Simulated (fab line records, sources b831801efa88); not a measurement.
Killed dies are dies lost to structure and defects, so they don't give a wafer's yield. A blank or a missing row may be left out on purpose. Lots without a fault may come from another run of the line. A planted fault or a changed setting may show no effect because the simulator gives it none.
fab line records | flow sky130
record lots=6 wafers=18 last_day=50
route steps=708 shown PWDE@54 NWELL@56 PAD_OPEN@708
lots that met no fault: from a run of the same line without faults
start_h: hours from the record's first day to the start of the lot's first wafer shown | wait_h: hours since the lot's step before | " the same as in the row above | L1.1+2: a row that stands for several wafers | - no value, or no start given | * or withheld: withheld | < > ~ a bound
route shown NAME@n: a module of which the file shows steps, and the number in the route of the first | usual: mean/standard deviation of fault-free wafers | same: alike in all rows | chamber/n: place in a boat | sites: the reading at each site | _std_site: their standard deviation | _edge_site: outer sites' mean less inner sites' | radius_mm: how far each site lies from the wafer's centre | mask NAME#n: copy n | behind: the tool/chamber that last shaped the wafer | hold: why the lot was held/for how many hours/how that ended | device: the transistor (n, p or np) that didn't switch | end of line: the same wafers' tests at the end of the route | a step without rows: its recipe alone | killed: dies lost to structure and defects at the first sort, not the wafer's yield | map: a wafer's dies, x killed, . not, _ none there
set.NAME: the setting as run; set.NAME@STEP: as run at that earlier step | model.NAME: the simulator's own value behind a step, which no gauge read
lots at some steps of the route; a table a step, a row a wafer
services: from which hour (start_h, from the record's first day; less than 0 if before it) a tool's chamber was out of use, for how many hours, and why
## steps
# step SKY_PWDE_STRIP_09
# recipe chemistry=O2/N2 power_w=1400 pressure_mtorr=1500 platen_temp_c=withheld o2_flow_sccm=3000 n2_flow_sccm=300 overash_fraction=0.5
# usual chamber_pressure_mTorr=1500.0/1.3 drypump_motor_current_A=6.00/0.27 oes_product_au=0.722/0.0043 strip_time_to_endpoint_s=36.86/0.12
# columns lot.wafer tool chamber start_h wait_h chamber_pressure_mTorr drypump_motor_current_A oes_product_au rf_hours_counter_h strip_time_to_endpoint_s
L566.4 plasma_asher-01 0 156.71 0.1 1501.9 5.93 0.724 - 36.65
L566.5 " 1 " " 1499.9 5.68 0.726 - 36.67
L566.6 " 0 " " 1502.4 5.92 0.721 - 36.62
L567.1 plasma_asher-02 0 159.25 0.1 1501.0 5.76 0.724 49 36.62
L567.3 " 1 " " 1502.3 6.27 0.728 - 36.66
L567.5 " 0 " " 1499.8 5.73 0.724 - 36.60
L569.1 plasma_asher-04 1 168.23 0.1 1501.6 6.44 0.724 5 36.72
L569.2 " 0 " " 1501.3 5.97 0.720 5 36.88
L569.3 " 1 " " 1498.5 6.42 0.723 - 36.80
L570.1 plasma_asher-02 0 175.30 0.1 1500.4 5.74 0.721 50 36.99
L570.2 " 1 " " 1501.6 6.26 0.724 50 36.86
L570.5 " 0 " " 1501.6 5.75 0.720 - 36.79
L572.2 plasma_asher-04 0 187.79 0.1 1500.0 5.90 0.720 7 36.86
L572.3 " 1 " " 1500.2 6.45 0.718 - 37.03
L572.5 " 0 " " 1500.6 5.90 0.724 - 36.84
L574.2 plasma_asher-02 0 195.80 0.1 1499.6 5.74 0.721 52 36.84
L574.4 " 1 " " 1502.3 6.27 0.724 - 36.92
L574.5 " 1 " " 1498.7 6.26 0.716 - 36.81
# step SKY_PWDE_TW_MEAS_10
# usual PWDE_TW=372.5/2.7
# columns lot.wafer tool chamber start_h wait_h PWDE_TW
L566.4 film_metro-02 - 156.81 0.1 371.8
L566.5 " - " " 370.5
L566.6 " - " " 370.2
L567.1 film_metro-04 - 159.35 0.1 371.6
L567.3 " - " " 372.5
L567.5 " - " " 374.4
L569.1 film_metro-04 - 168.33 0.1 371.1
L569.2 " - " " 370.3
L569.3 " - " " 368.1
L570.1 film_metro-02 - 175.40 0.1 368.8
L570.2 " - " " 367.5
L570.5 " - " " 368.6
L572.2 film_metro-01 - 187.90 0.1 373.3
L572.3 " - " " 374.9
L572.5 " - " " 378.9
L574.2 film_metro-01 - 195.91 0.1 375.6
L574.4 " - " " 377.9
L574.5 " - " " 377.1
# step SKY_NWELL_DEHYDRATE_03
# recipe temp_c=200 time_s=60
# step SKY_NWELL_HMDS_04
# recipe prime_time_s=60 prime_temp_c=120
# step SKY_NWELL_COAT_05
# recipe spin_rpm=2000 resist_thk_nm=3000
# step SKY_NWELL_SOFTBAKE_06
# recipe temp_c=110 time_s=withheld
# step SKY_NWELL_EXPOSE_07
# recipe mask_id=NWM na=0.6 source_shape=conventional sigma_outer=0.6 polarization=unpolarized target_cd_nm=840 dose_mj=255
# step SKY_NWELL_PEB_08
# recipe temp_c=115 time_s=withheld
# step SKY_NWELL_DEVELOP_09
# recipe wall_angle_deg=90 developer=TMAH develop_time_s=60 dev_temp_c=23
# step SKY_NWELL_OVL_MEAS_10
# usual NWELL_00_OVL=0.0/1.4
# columns lot.wafer tool chamber start_h wait_h NWELL_00_OVL[nm]
L566.4 overlay-01 - 177.33 - 1.5
L566.5 " - " " 1.7
L566.6 " - " " 2.1
L567.1 overlay-01 - 179.31 - 0.2
L567.3 " - " " -0.8
L567.5 " - " " -0.1
L569.1 overlay-01 - 189.64 - 1.1
L569.2 " - " " 1.3
L569.3 " - " " 2.7
L570.1 overlay-01 - 196.51 - -0.2
L570.2 " - " " -0.6
L570.5 " - " " -0.2
L572.2 overlay-01 - 209.55 - 0.6
L572.3 " - " " 0.7
L572.5 " - " " 2.0
L574.2 overlay-02 - 218.11 - -0.8
L574.4 " - " " -0.3
L574.5 " - " " 0.1
# step SKY_NWELL_IMPLANT_11
# recipe species=P energy_kev=400 dose_cm2=1.9e+13 tilt_deg=withheld
# step SKY_NWELL_IMPLANT_12
# recipe species=P energy_kev=120 dose_cm2=1.3e+12 tilt_deg=withheld
# step SKY_NWELL_IMPLANT_13
# recipe species=P energy_kev=50 dose_cm2=7e+11 tilt_deg=withheld
# usual dose_ions_cm2=6.998e+11/7.1e+08 faraday_current_uA=3.95/0.07
# columns lot.wafer tool chamber start_h wait_h dose_ions_cm2 faraday_current_uA
L566.4 implanter-02 0 177.72 0.1 6.985e+11 3.98
L566.5 " 0 " " 6.993e+11 3.99
L566.6 " 0 " " 6.987e+11 3.96
L567.1 implanter-04 0 179.65 0.1 7.004e+11 3.94
L567.3 " 0 " " 7.007e+11 3.94
L567.5 " 0 " " 7.003e+11 4.00
L569.1 implanter-02 0 189.98 0.1 5.056e+11 2.85
L569.2 " 0 " " 5.054e+11 2.88
L569.3 " 0 " " 5.06e+11 2.78
L570.1 implanter-02 0 196.85 0.1 5.072e+11 2.86
L570.2 " 0 " " 5.063e+11 2.81
L570.5 " 0 " " 5.066e+11 2.87
L572.2 implanter-04 0 209.90 0.1 6.991e+11 3.90
L572.3 " 0 " " 7.007e+11 3.99
L572.5 " 0 " " 6.991e+11 3.85
L574.2 implanter-01 0 218.47 0.1 6.996e+11 3.92
L574.4 " 0 " " 6.992e+11 3.93
L574.5 " 0 " " 6.982e+11 3.94
# step SKY_NWELL_STRIP_14
# recipe chemistry=O2/N2 power_w=1400 pressure_mtorr=1500 platen_temp_c=withheld o2_flow_sccm=3000 n2_flow_sccm=300 overash_fraction=0.5
# usual chamber_pressure_mTorr=1500.0/1.3 drypump_motor_current_A=6.0/0.33 oes_product_au=0.723/0.0043 strip_time_to_endpoint_s=36.84/0.11
# columns lot.wafer tool chamber start_h wait_h chamber_pressure_mTorr drypump_motor_current_A oes_product_au rf_hours_counter_h strip_time_to_endpoint_s
L566.4 plasma_asher-04 0 177.83 0.1 1498.2 5.9 0.719 - 36.99
L566.5 " 0 " " 1498.4 5.9 0.728 - 36.94
L566.6 " 1 " " 1499.1 6.4 0.729 - 36.89
L567.1 plasma_asher-02 1 179.80 0.1 1498.6 6.3 0.722 51 36.66
L567.3 " 1 " " 1500.3 6.3 0.735 - 36.77
L567.5 " 1 " " 1502.0 6.3 0.723 - 36.69
L569.1 plasma_asher-04 0 190.13 0.1 1500.7 5.9 0.724 7 36.77
L569.2 " 1 " " 1501.2 6.4 0.724 7 36.95
L569.3 " 1 " " 1500.5 6.5 0.726 - 36.52
L570.1 plasma_asher-02 1 197.00 0.1 1499.4 6.2 0.722 52 36.75
L570.2 " 0 " " 1498.1 5.7 0.726 52 36.78
L570.5 " 1 " " 1499.7 6.3 0.729 - 36.69
L572.2 plasma_asher-03 1 210.03 0.1 1499.9 5.5 0.722 39 36.75
L572.3 " 1 " " 1502.1 5.5 0.723 - 36.80
L572.5 " 0 " " 1500.1 5.5 0.722 - 36.81
L574.2 plasma_asher-02 0 218.59 0.1 1497.8 5.7 0.722 54 36.90
L574.4 " 1 " " 1500.3 6.3 0.721 - 36.89
L574.5 " 1 " " 1500.5 6.3 0.720 - 36.94
# step SKY_NWELL_TW_MEAS_15
# usual NWELL_TW=1815/11
# columns lot.wafer tool chamber start_h wait_h NWELL_TW
L566.4 film_metro-01 - 177.93 0.1 1819
L566.5 " - " " 1828
L566.6 " - " " 1812
L567.1 film_metro-01 - 179.90 0.1 1822
L567.3 " - " " 1824
L567.5 " - " " 1824
L569.1 film_metro-04 - 190.23 0.1 1807
L569.2 " - " " 1795
L569.3 " - " " 1807
L570.1 film_metro-01 - 197.10 0.1 1822
L570.2 " - " " 1828
L570.5 " - " " 1828
L572.2 film_metro-04 - 210.14 0.1 1807
L572.3 " - " " 1809
L572.5 " - " " 1814
L574.2 film_metro-01 - 218.70 0.1 1825
L574.4 " - " " 1830
L574.5 " - " " 1823
# step SKY_NWELL_DEHYDRATE_16
# recipe temp_c=200 time_s=60
# step SKY_NWELL_HMDS_17
# recipe prime_time_s=60 prime_temp_c=120
# step SKY_NWELL_COAT_18
# recipe spin_rpm=2000 resist_thk_nm=3000
# step SKY_NWELL_SOFTBAKE_19
# recipe temp_c=110 time_s=withheld
# step SKY_NWELL_EXPOSE_20
# recipe mask_id=NWM_COMPLEMENT na=0.6 source_shape=conventional sigma_outer=0.6 polarization=unpolarized target_cd_nm=840 dose_mj=260
# step SKY_NWELL_PEB_21
# recipe temp_c=115 time_s=withheld
# step SKY_NWELL_DEVELOP_22
# recipe wall_angle_deg=90 developer=TMAH develop_time_s=60 dev_temp_c=23
# step SKY_NWELL_OVL_MEAS_23
# usual NWELL_01_OVL=0.3/1.5
# columns lot.wafer tool chamber start_h wait_h NWELL_01_OVL[nm]
L566.4 overlay-01 - 199.18 - 0.0
L566.5 " - " " 0.2
L566.6 " - " " 0.2
L567.1 overlay-02 - 200.81 - 1.8
L567.3 " - " " -0.4
L567.5 " - " " -0.1
L569.1 overlay-02 - 211.16 - -0.6
L569.2 " - " " 0.3
L569.3 " - " " 1.0
L570.1 overlay-02 - 219.36 - -0.3
L570.2 " - " " -1.5
L570.5 " - " " -1.9
L572.2 overlay-01 - 233.65 - 1.2
L572.3 " - " " 2.6
L572.5 " - " " 1.7
L574.2 overlay-01 - 242.32 - 2.6
L574.4 " - " " 2.9
L574.5 " - " " 0.2
# step SKY_NWELL_IMPLANT_24
# recipe species=B energy_kev=140 dose_cm2=9.2e+12 tilt_deg=withheld
# step SKY_NWELL_STRIP_25
# recipe chemistry=O2/N2 power_w=1400 pressure_mtorr=1500 platen_temp_c=withheld o2_flow_sccm=3000 n2_flow_sccm=300 overash_fraction=0.5
# usual chamber_pressure_mTorr=1499.8/1.4 drypump_motor_current_A=5.9/0.35 oes_product_au=0.722/0.0048 strip_time_to_endpoint_s=36.87/0.13
# columns lot.wafer tool chamber start_h wait_h chamber_pressure_mTorr drypump_motor_current_A oes_product_au rf_hours_counter_h strip_time_to_endpoint_s
L566.4 plasma_asher-02 0 199.38 0.1 1500.1 5.7 0.719 - 37.02
L566.5 " 0 " " 1501.8 5.7 0.723 - 37.01
L566.6 " 1 " " 1502.4 6.3 0.726 - 36.97
L567.1 plasma_asher-02 1 201.00 0.1 1499.8 6.3 0.727 53 36.94
L567.3 " 0 " " 1501.5 5.7 0.725 - 36.78
L567.5 " 0 " " 1498.1 5.7 0.713 - 36.77
L569.1 plasma_asher-04 1 211.34 0.1 1499.2 6.4 0.723 9 36.76
L569.2 " 0 " " 1500.5 5.9 0.719 9 36.89
L569.3 " 1 " " 1499.7 6.4 0.715 - 36.94
L570.1 plasma_asher-04 1 219.55 0.1 1500.7 6.5 0.727 10 36.80
L570.2 " 0 " " 1499.0 5.9 0.727 10 36.92
L570.5 " 0 " " 1499.1 5.9 0.728 - 36.86
L572.2 plasma_asher-02 1 233.83 0.1 1499.4 6.2 0.717 56 36.80
L572.3 " 1 " " 1496.1 6.2 0.727 - 36.76
L572.5 " 1 " " 1502.3 6.3 0.726 - 36.82
L574.2 plasma_asher-03 1 242.50 0.1 1498.8 5.6 0.723 42 37.00
L574.4 " 1 " " 1497.9 5.5 0.722 - 37.16
L574.5 " 0 " " 1500.1 5.5 0.723 - 37.03
# step SKY_NWELL_TW_MEAS_26
# usual NWELL_2_TW=494/3.9
# columns lot.wafer tool chamber start_h wait_h NWELL_2_TW
L566.4 film_metro-02 - 199.48 0.1 493
L566.5 " - " " 494
L566.6 " - " " 495
L567.1 film_metro-01 - 201.10 0.1 503
L567.3 " - " " 499
L567.5 " - " " 501
L569.1 film_metro-01 - 211.44 0.1 503
L569.2 " - " " 496
L569.3 " - " " 501
L570.1 film_metro-02 - 219.65 0.1 489
L570.2 " - " " 492
L570.5 " - " " 490
L572.2 film_metro-04 - 233.94 0.1 493
L572.3 " - " " 495
L572.5 " - " " 495
L574.2 film_metro-02 - 242.61 0.1 490
L574.4 " - " " 488
L574.5 " - " " 491
# step SKY_NWELL_CLEAN_27
# recipe chemistry=SC1/SC2 mix=1:4:20 temp_c=70 time_s=150 dry=n2_spin
# step SKY_NWELL_RTA_28
# recipe temp_c=1050 time_s=30 idle_temp_c=650 ramp_up_c_per_s=150 ramp_down_c_per_s=90 ambient=N2
# usual lamp_power_pct=25.30/0.061 wafer_temp_C_max=1054.9/0.89
# columns lot.wafer tool chamber start_h wait_h lamp_power_pct wafer_temp_C_max
L566.4 rtp_anneal-01 0 199.61 0.1 25.40 1054.6
L566.5 " 0 " " 25.34 1053.7
L566.6 " 0 " " 25.18 1054.4
L567.1 rtp_anneal-02 0 201.21 0.0 25.28 1055.0
L567.3 " 0 " " 25.28 1053.4
L567.5 " 0 " " 25.32 1056.0
L569.1 rtp_anneal-02 0 211.55 0.0 25.28 1055.3
L569.2 " 0 " " 25.18 1053.8
L569.3 " 0 " " 25.28 1056.2
L570.1 rtp_anneal-01 0 219.76 0.0 25.33 1055.8
L570.2 " 0 " " 25.16 1054.4
L570.5 " 0 " " 25.36 1057.2
L572.2 rtp_anneal-02 0 234.05 0.0 25.26 1053.9
L572.3 " 0 " " 25.39 1054.8
L572.5 " 0 " " 25.24 1054.2
L574.2 rtp_anneal-01 0 242.72 0.0 25.31 1053.8
L574.4 " 0 " " 25.32 1055.8
L574.5 " 0 " " 25.27 1054.1
# step SKY_NWELL_RS_MEAS_29
# recipe thk_meas_gauge=four-point-probe
# usual NWELL_RS=624.4/1.5
# columns lot.wafer tool chamber start_h wait_h hold NWELL_RS[ohm/sq]
L566.4 film_metro-04 - 199.72 0.1 - 628.2
L566.5 " - " " - 626.3
L566.6 " - " " - 627.0
L567.1 film_metro-02 - 201.31 0.1 - 625.1
L567.3 " - " " - 626.1
L567.5 " - " " - 625.3
L569.1 film_metro-04 - 211.65 0.1 await_dispo/0.2h/release 629.5
L569.2 " - " " await_dispo/0.2h/release 630.1
L569.3 " - " " await_dispo/0.2h/release 629.1
L569.1 film_metro-04 - 212.01 0.3 - 630.3
L569.2 " - " " - 629.0
L569.3 " - " " - 628.0
L570.1 film_metro-02 - 219.86 0.1 await_dispo/0.2h/release 630.6
L570.2 " - " " await_dispo/0.2h/release 630.3
L570.5 " - " " await_dispo/0.2h/release 631.6
L570.1 film_metro-02 - 220.22 0.3 - 630.7
L570.2 " - " " - 630.2
L570.5 " - " " - 629.6
L572.2 film_metro-01 - 234.16 0.1 - 621.8
L572.3 " - " " - 622.5
L572.5 " - " " - 621.2
L574.2 film_metro-01 - 242.83 0.1 - 624.5
L574.4 " - " " - 625.0
L574.5 " - " " - 625.7
# step SKY_PAD_OPEN_PROBE_99
# usual defect_limited_yield=82.6/1.8 killed_at_M0_to_M3=43/6.3 killed_at_M4_up=3.0/1.6 killed_at_contacts=25/5 killed_at_front_end=15/4.4 killed_at_other=0.3/0.8 killed_dies=85/8.7 killed_open=47/6.9 killed_short=38/6.3
# same gross_dies=492 killed_at_back_side=0
# columns lot.wafer tool chamber start_h wait_h defect_limited_yield[%] killed_at_M0_to_M3 killed_at_M4_up killed_at_contacts killed_at_front_end killed_at_other killed_dies killed_open killed_short
L566.4 prober-01 - 1167.93 0.2 82.3 38 4 28 13 4 87 49 34
L566.5 prober-01 - 1167.98 0.2 80.1 45 5 32 16 0 98 51 47
L566.6 prober-01 - 1168.03 0.2 82.3 44 2 25 16 0 87 42 45
L567.1 prober-01 - 1171.81 0.1 83.1 43 6 24 10 0 83 47 36
L567.3 prober-01 - 1171.91 0.2 84.6 34 6 25 11 0 76 41 35
L567.5 prober-01 - 1172.01 0.2 84.3 47 3 17 10 0 77 47 29
L574.2 prober-02 - 1196.63 0.1 82.3 35 5 23 24 0 87 49 38
L574.4 prober-02 - 1196.73 0.2 82.1 50 2 18 17 1 88 37 50
L574.5 prober-02 - 1196.78 0.2 87.0 36 3 13 12 0 64 37 27
L572.2 prober-01 - 1199.60 0.1 81.3 53 6 21 12 0 92 46 46
L572.3 prober-01 - 1199.65 0.2 85.8 36 2 16 16 0 70 36 34
L572.5 prober-01 - 1199.75 0.2 85.4 38 5 18 11 0 72 40 32
# killed by level:class
L566.4 VIA1:geometric_particle:open=10 CONTACT:geometric_particle:open=9 LI_CONTACT:geometric_particle:open=8 VIA2:geometric_particle:open=6 VIA3:geometric_particle:open=6 VIA1:geometric_particle:short=5 LI_CONTACT:geometric_particle:short=4 CONTACT:geometric_particle:short=4
L566.5 VIA1:geometric_particle:open=14 CONTACT:geometric_particle:open=9 VIA3:geometric_particle:open=7 LI_CONTACT:geometric_particle:open=7 LOCAL_INTERCONNECT:geometric_particle:short=7 METAL1:geometric_particle:short=6 METAL2:geometric_particle:short=6 POLY_GATE:geometric_particle:short=5
L566.6 LI_CONTACT:geometric_particle:open=8 VIA1:geometric_particle:open=8 CONTACT:geometric_particle:open=7 METAL1:geometric_particle:short=7 VIA3:geometric_particle:open=7 METAL2:geometric_particle:short=6 FIELD_ISO:geometric_particle:short=5 POLY_GATE:geometric_particle:short=5
L567.1 LI_CONTACT:geometric_particle:open=8 VIA1:geometric_particle:open=8 VIA2:geometric_particle:open=8 CONTACT:geometric_particle:open=7 VIA1:geometric_particle:short=7 METAL1:geometric_particle:short=6 CONTACT:geometric_particle:short=5 VIA3:geometric_particle:open=5
L567.3 CONTACT:geometric_particle:open=10 LI_CONTACT:geometric_particle:short=6 VIA3:geometric_particle:open=6 METAL1:geometric_particle:short=6 VIA3:geometric_particle:short=5 POLY_GATE:geometric_particle:open=4 VIA2:geometric_particle:open=4 VIA1:geometric_particle:open=4
L567.5 VIA1:geometric_particle:open=12 LI_CONTACT:geometric_particle:open=8 VIA3:geometric_particle:open=7 VIA1:geometric_particle:short=6 CONTACT:geometric_particle:open=4 POLY_GATE:geometric_particle:open=3 METAL1:geometric_particle:short=3 VIA2:geometric_particle:short=3
L574.2 CONTACT:geometric_particle:open=10 FIELD_ISO:geometric_particle:short=9 VIA1:geometric_particle:open=8 FIELD_ISO:geometric_particle:open=6 VIA3:geometric_particle:open=6 POLY_GATE:geometric_particle:open=4 LI_CONTACT:geometric_particle:open=4 METAL1:geometric_particle:short=4
L574.4 METAL2:geometric_particle:short=12 VIA3:geometric_particle:open=10 FIELD_ISO:geometric_particle:short=9 VIA2:geometric_particle:open=7 CONTACT:geometric_particle:open=7 VIA1:geometric_particle:open=7 METAL1:geometric_particle:short=5 LOCAL_INTERCONNECT:geometric_particle:short=4
L574.5 VIA1:geometric_particle:open=11 CONTACT:geometric_particle:open=7 VIA3:geometric_particle:open=6 FIELD_ISO:geometric_particle:open=5 LI_CONTACT:geometric_particle:short=4 METAL2:geometric_particle:short=4 VIA1:geometric_particle:short=4 VIA2:geometric_particle:open=3
L572.2 VIA1:geometric_particle:open=14 VIA3:geometric_particle:short=7 CONTACT:geometric_particle:open=7 METAL3:geometric_particle:short=6 VIA2:geometric_particle:open=6 FIELD_ISO:geometric_particle:short=5 METAL2:geometric_particle:short=5 VIA3:geometric_particle:open=5
L572.3 VIA1:geometric_particle:open=9 CONTACT:geometric_particle:open=6 POLY_GATE:geometric_particle:open=5 CONTACT:geometric_particle:short=5 VIA2:geometric_particle:short=5 VIA3:geometric_particle:open=5 POLY_GATE:geometric_particle:short=4 METAL1:geometric_particle:short=4
L572.5 VIA1:geometric_particle:open=13 CONTACT:geometric_particle:short=7 VIA3:geometric_particle:open=6 CONTACT:geometric_particle:open=5 METAL2:geometric_particle:short=5 LI_CONTACT:geometric_particle:open=3 VIA1:geometric_particle:short=3 VIA2:geometric_particle:short=3
## services
# columns tool chamber start_h hours kind
rtp_anneal-01 - 143.05 4.3 pm
plasma_asher-03 - 158.99 2.4 repair
implanter-04 - 170.86 2.1 repair
implanter-04 - 185.45 6.8 pm
implanter-02 - 201.38 2.4 repair
## key
first_sign step=SKY_NWELL_IMPLANT_13 reading=dose_ions_cm2 direction=down sigmas=99+ usual=* struck=*
effect step=SKY_NWELL_IMPLANT_13 reading=faraday_current_uA direction=down sigmas=16 usual=3.95 struck=2.84
effect step=SKY_NWELL_RS_MEAS_29 reading=visit direction=added
met_at SKY_NWELL_IMPLANT_13
struck_wafers L569.1,L569.2,L569.3,L570.1,L570.2,L570.5
rows_end L569.1,L569.2,L569.3,L570.1,L570.2,L570.5
onset_between 177.72 189.98
fault kind=process_parameter_drift tool=implanter-02 chamber=- onset_h=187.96 steps=SKY_NWELL_IMPLANT_13 channel=dose_cm2 offset=* shape=step end_h=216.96 acts_in=* stated=*
# rows_end: these wafers met a further fault down the route, and their rows from its step on are left out
